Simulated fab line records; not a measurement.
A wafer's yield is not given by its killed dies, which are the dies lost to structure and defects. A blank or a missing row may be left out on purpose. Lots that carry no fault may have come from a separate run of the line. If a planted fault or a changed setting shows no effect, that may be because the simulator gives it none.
Which tool was responsible? :: flow sky130 :: 13 lots, 39 wafers sampled, at 4 steps of a route of 708

WHAT EACH GAUGE READ, for each wafer
SKY_GATE_OXIDE_OVL_MEAS_10.
lot: L994
measured: day 13 05:43
on: overlay-02
GATE_OXIDE_OVL (nm): 2.3 2.7 3.7

lot: L995
measured: day 13 19:17
on: overlay-01
GATE_OXIDE_OVL (nm): -2.9 -2.1 -0.8

lot: L997
measured: day 14 15:43
on: overlay-01
GATE_OXIDE_OVL (nm): 1.0 0.4 -1.8

lot: L999
measured: day 15 20:53
on: overlay-02
GATE_OXIDE_OVL (nm): 2.2 2.2 2.7

lot: L100
measured: day 16 06:34
on: overlay-02
GATE_OXIDE_OVL (nm): -1.0 -0.1 -1.5

lot: L102
measured: day 17 01:22
on: overlay-02
GATE_OXIDE_OVL (nm): -0.1 1.6 1.1

lot: L103
measured: day 17 05:25
on: overlay-01
GATE_OXIDE_OVL (nm): 0.2 0.4 -2.5

lot: L105
measured: day 17 10:31
on: overlay-01
GATE_OXIDE_OVL (nm): 1.2 1.0 0.3

lot: L109
measured: day 19 02:28
on: overlay-01
GATE_OXIDE_OVL (nm): -1.8 -1.5 -2.8

lot: L111
measured: day 19 12:22
on: overlay-02
GATE_OXIDE_OVL (nm): -0.7 -2.7 -2.1

lot: L114
measured: day 21 16:35
on: overlay-02
GATE_OXIDE_OVL (nm): 1.7 1.4 3.5

lot: L116
measured: day 22 10:07
on: overlay-01
GATE_OXIDE_OVL (nm): 0.9 -0.4 0.0

lot: L117
measured: day 22 12:01
on: overlay-02
GATE_OXIDE_OVL (nm): 0.9 1.5 1.5

SKY_LDD_N_OVL_MEAS_07.
lot: L994
measured: day 17 01:47
on: overlay-02
LDD_N_OVL (nm): -3.9 -2.0 -2.5

lot: L995
measured: day 17 15:53
on: overlay-02
LDD_N_OVL (nm): -0.3 0.0 0.5

lot: L997
measured: day 18 12:20
on: overlay-02
LDD_N_OVL (nm): 1.8 2.1 2.8

lot: L999
measured: day 19 22:46
on: overlay-02
LDD_N_OVL (nm): -0.1 2.0 1.0

lot: L100
measured: day 20 09:04
on: overlay-02
LDD_N_OVL (nm): 3.1 1.0 2.1

lot: L102
measured: day 21 04:04
on: overlay-02
LDD_N_OVL (nm): 0.1 1.3 0.7

lot: L103
measured: day 21 11:26
on: overlay-01
LDD_N_OVL (nm): -0.7 1.0 0.2

lot: L105
measured: day 21 15:07
on: overlay-02
LDD_N_OVL (nm): 0.0 -1.2 0.4

lot: L109
measured: day 23 06:14
on: overlay-01
LDD_N_OVL (nm): -2.2 -1.3 -1.9

lot: L111
measured: day 23 13:50
on: overlay-02
LDD_N_OVL (nm): 1.1 0.8 0.4

lot: L114
measured: day 25 15:43
on: overlay-01
LDD_N_OVL (nm): 0.5 0.2 0.3

lot: L116
measured: day 26 10:19
on: overlay-02
LDD_N_OVL (nm): 2.1 3.9 3.7

lot: L117
measured: day 26 17:56
on: overlay-01
LDD_N_OVL (nm): -1.3 -0.1 -1.2

SKY_LDD_HVN_TW_MEAS_10.
lot: L994
measured: day 19 16:03
on: film_metro-02
LDD_HVN_TW: 1439 1443 1449

lot: L995
measured: day 20 06:53
on: film_metro-01
LDD_HVN_TW: 1417 1421 1417

lot: L997
measured: day 21 03:25
on: film_metro-04
LDD_HVN_TW: 1428 1437 1437

lot: L999
measured: day 22 13:05
on: film_metro-02
LDD_HVN_TW: 1435 1437 1437

lot: L100
measured: day 22 22:34
on: film_metro-02
LDD_HVN_TW: 1432 1439 1447

lot: L102
measured: day 23 18:00
on: film_metro-04
LDD_HVN_TW: 1437 1438 1430

lot: L103
measured: day 24 01:03
on: film_metro-01
LDD_HVN_TW: 1425 1425 1413

lot: L105
measured: day 24 05:16
on: film_metro-04
LDD_HVN_TW: 1431 1432 1431

lot: L109
measured: day 25 18:43
on: film_metro-04
LDD_HVN_TW: 1377 1374 1381

lot: L111
measured: day 26 01:58
on: film_metro-02
LDD_HVN_TW: 1377 1378 1385

lot: L114
measured: day 28 03:34
on: film_metro-02
LDD_HVN_TW: 1436 1440 1445

lot: L116
measured: day 28 20:21
on: film_metro-02
LDD_HVN_TW: 1444 1430 1440

lot: L117
measured: day 29 02:20
on: film_metro-01
LDD_HVN_TW: 1416 1423 1416

TOOL THAT RAN EACH LOT (tool first, then ch and the chambers of the sampled wafers, then the start)
lot: L994
SKY_LDD_HVN_IMPLANT_08: implanter-03 ch 0, day 19 15:48

lot: L995
SKY_LDD_HVN_IMPLANT_08: implanter-03 ch 0, day 20 06:40

lot: L997
SKY_LDD_HVN_IMPLANT_08: implanter-01 ch 0, day 21 03:10

lot: L999
SKY_LDD_HVN_IMPLANT_08: implanter-04 ch 0, day 22 12:52

lot: L100
SKY_LDD_HVN_IMPLANT_08: implanter-04 ch 0, day 22 22:19

lot: L102
SKY_LDD_HVN_IMPLANT_08: implanter-03 ch 0, day 23 17:45

lot: L103
SKY_LDD_HVN_IMPLANT_08: implanter-03 ch 0, day 24 00:48

lot: L105
SKY_LDD_HVN_IMPLANT_08: implanter-01 ch 0, day 24 05:03

lot: L109
SKY_LDD_HVN_IMPLANT_08: implanter-03 ch 0, day 25 18:28

lot: L111
SKY_LDD_HVN_IMPLANT_08: implanter-03 ch 0, day 26 01:43

lot: L114
SKY_LDD_HVN_IMPLANT_08: implanter-04 ch 0, day 28 03:20

lot: L116
SKY_LDD_HVN_IMPLANT_08: implanter-01 ch 0, day 28 20:06

lot: L117
SKY_LDD_HVN_IMPLANT_08: implanter-01 ch 0, day 29 02:05
- SKY_LDD_HVN_IMPLANT_08

WHAT THE TOOLS THEMSELVES READ (means of the sampled wafers that have a number; where no wafer has one, the mark that the record gives instead)
SKY_LDD_HVN_IMPLANT_08.
lot: L994
tool: implanter-03
faraday_current_uA: 173

lot: L995
tool: implanter-03
faraday_current_uA: 170

lot: L997
tool: implanter-01
faraday_current_uA: 169

lot: L999
tool: implanter-04
faraday_current_uA: 166

lot: L100
tool: implanter-04
faraday_current_uA: 169

lot: L102
tool: implanter-03
faraday_current_uA: 170

lot: L103
tool: implanter-03
faraday_current_uA: 167

lot: L105
tool: implanter-01
faraday_current_uA: 165

lot: L109
tool: implanter-03
faraday_current_uA: 169

lot: L111
tool: implanter-03
faraday_current_uA: 168

lot: L114
tool: implanter-04
faraday_current_uA: 167

lot: L116
tool: implanter-01
faraday_current_uA: 169

lot: L117
tool: implanter-01
faraday_current_uA: 167

THE ANSWER, worked out from the rows above alone
Rule: usual is defined by the lots themselves. Put in order of their means at a reading, lots are off if they are a third of the lots or fewer, leave a main group of 4 or more, and stand apart from it by a gap of 3 or more times the standard deviation of the main group's means; of several such gaps the widest counts. A main group is skipped when, at the precision printed for the reading in the tables above, its means are all equal. A lot without any number at a reading at which 4 lots or more have one is off too. All remaining lots with rows at the step are treated as sound. Order of review: gauges by route order, followed by the tools' own readings, for which a lot's mean as printed above is used. The first step at which some lot is off is used, and at that step the reading that is off furthest; a lot without a number counts as furthest.
Off: at SKY_LDD_HVN_TW_MEAS_10 (LDD_HVN_TW), L109, L111. The main group has a mean of 1432 with a standard deviation of 8.6.
A tool fits if, at a process step before that reading, it ran every lot that is off, and no sound lot after the first of them. Gauges at SKY_LDD_HVN_TW_MEAS_10: tried the same way as those tools. One candidate fits, namely implanter-03 at SKY_LDD_HVN_IMPLANT_08. Its last sound lot is L103 (day 24 00:48), its first lot that is off L109 (day 25 18:28): a fault that began between those two fits.

WHAT THE SIMULATOR HAD INSERTED
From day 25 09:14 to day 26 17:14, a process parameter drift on implanter-03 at SKY_LDD_HVN_IMPLANT_08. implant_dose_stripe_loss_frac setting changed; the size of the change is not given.
Lots struck among those shown: L109, L111. Same finding as the rule above.
